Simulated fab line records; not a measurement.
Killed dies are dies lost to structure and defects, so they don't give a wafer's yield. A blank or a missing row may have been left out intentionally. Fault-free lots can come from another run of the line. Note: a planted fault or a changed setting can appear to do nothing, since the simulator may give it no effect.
Split-lot study | flow sfq-line | 23 wafers read from 5 lots, route of 325 steps

## THE SPLIT ITSELF
At SFQ_TRILAYER_A5B_DEP_PECVD_129 (deposits SiO2 from SiH4/N2O, time 133.33 s, target thk 600 nm), the setting time-s was moved away from the recipe's 133.33 s on 8 of the 23 wafers read, by -12.5% to +7.0%. All remaining wafers had this setting at the recipe value.

The reading comes from the split's own step.

## THE READING
SiO2_of_TRILAYER_A5B_DEP_PECVD_129.thk-nm (the simulator's own value, which no gauge read), in nm, at SFQ_TRILAYER_A5B_DEP_PECVD_129 (deposits SiO2 from SiH4/N2O, time 133.33 s, target thk 600 nm). No usual value for it is given in the file. Average 600.6 nm, standard deviation 7 nm, over the 15 wafers here run with the recipe.

wafer  | tool, chamber at the split | time-s as run, s | against the recipe | SiO2_of_TRILAYER_A5B_DEP_PECVD_129.thk-nm, nm | against lot-mates on the recipe
L074.2 | pecvd-04, 2                | 133.33           | recipe             | 585.7                                         | -
L074.4 | pecvd-04, 2                | 133.33           | recipe             | 598.6                                         | -
L074.5 | pecvd-04, 0                | 133.33           | recipe             | 599.7                                         | -
L076.2 | pecvd-03, 2                | 116.6            | -12.5%             | 518.2                                         | -81.6
L076.3 | pecvd-03, 2                | 133.33           | recipe             | 595.7                                         | -
L076.4 | pecvd-03, 2                | 133.33           | recipe             | 601.6                                         | -
L076.5 | pecvd-03, 2                | 116.6            | -12.5%             | 522.7                                         | -77.1
L076.6 | pecvd-03, 2                | 133.33           | recipe             | 602.1                                         | -
L078.1 | pecvd-02, 2                | 121              | -9.2%              | 536.2                                         | -61.8
L078.2 | pecvd-02, 1                | 121              | -9.2%              | 530.7                                         | -67.3
L078.3 | pecvd-02, 0                | 133.33           | recipe             | 593.4                                         | -
L078.4 | pecvd-02, 0                | 121              | -9.2%              | 540.3                                         | -57.8
L078.5 | pecvd-02, 2                | 133.33           | recipe             | 602.7                                         | -
L080.2 | pecvd-04, 2                | 133.33           | recipe             | 597.6                                         | -
L080.3 | pecvd-04, 1                | 133.33           | recipe             | 595.9                                         | -
L080.4 | pecvd-04, 2                | 133.33           | recipe             | 602.6                                         | -
L080.5 | pecvd-04, 1                | 133.33           | recipe             | 611.1                                         | -
L080.6 | pecvd-04, 0                | 133.33           | recipe             | 616.5                                         | -
L083.1 | pecvd-03, 1                | 142.6            | +7.0%              | 646.9                                         | +43.9
L083.3 | pecvd-03, 2                | 142.6            | +7.0%              | 631.4                                         | +28.4
L083.4 | pecvd-03, 0                | 142.6            | +7.0%              | 630.4                                         | +27.4
L083.5 | pecvd-03, 2                | 133.33           | recipe             | 606.5                                         | -
L083.6 | pecvd-03, 1                | 133.33           | recipe             | 599.5                                         | -

THE FIT
A straight line over all 23 wafers: SiO2_of_TRILAYER_A5B_DEP_PECVD_129.thk-nm changes by +6.26 nm for each +1% of time-s; r = +0.98; the points scatter about the line by 7.6 nm.
The same after taking each lot's own level away (the mean of its wafers on the recipe; 23 wafers): +6.06 nm for each +1%; r = +0.98; scatter 6.9 nm.
That fit puts the effect of the largest move of time-s on the reading at 76 nm.
The lots' own levels span 594.67 to 604.74 nm, that is 1.4 times the standard deviation above.
So the lot-to-lot level changes the slope little: the two slopes agree.
Check: with one of the wafers moved furthest among these (-12.5%) left out of the fit, the line predicts -77.3 nm for it against its lot-mates. Against them it came out at -81.6 nm.

## OTHER SPLITS APPLIED TO THESE WAFERS
These wafers also went through other splits before the reading. Each is held against what the fit with the lots' levels taken away leaves over:
other split on the same wafers                  | wafers away from the commonest value | r with SiO2_of_TRILAYER_A5B_DEP_PECVD_129.thk-nm (lot level and that fit taken away)
SFQ_TRILAYER_M4_LITHO_COAT_098 spin-rpm         | 7                                    | +0.20
SFQ_TRILAYER_M4_LITHO_PEB_096 peb-time-s        | 7                                    | -0.02
SFQ_TRILAYER_I4_CMP_CMP_100 leave-above-ref-nm  | 5                                    | +0.34
SFQ_TRILAYER_I4_VIA_LITHO_PEB_106 peb-time-s    | 10                                   | +0.18
SFQ_TRILAYER_I4_VIA_ETCH_VIA_ETCH_106 bias-w    | 9                                    | +0.10
SFQ_TRILAYER_JJ_TRILAYER_DEP_SPUTTER_110 time-s | 4                                    | +0.12
SFQ_TRILAYER_JJ_CE_LITHO_COAT_114 resist-thk-nm | 6                                    | +0.00
SFQ_TRILAYER_M5_LITHO_COAT_123 spin-rpm         | 9                                    | +0.37

## THE FILE'S OWN FIT
SiO2_of_TRILAYER_A5B_DEP_PECVD_129.thk-nm changes by +6.19 nm for each +1% of time-s, r = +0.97.
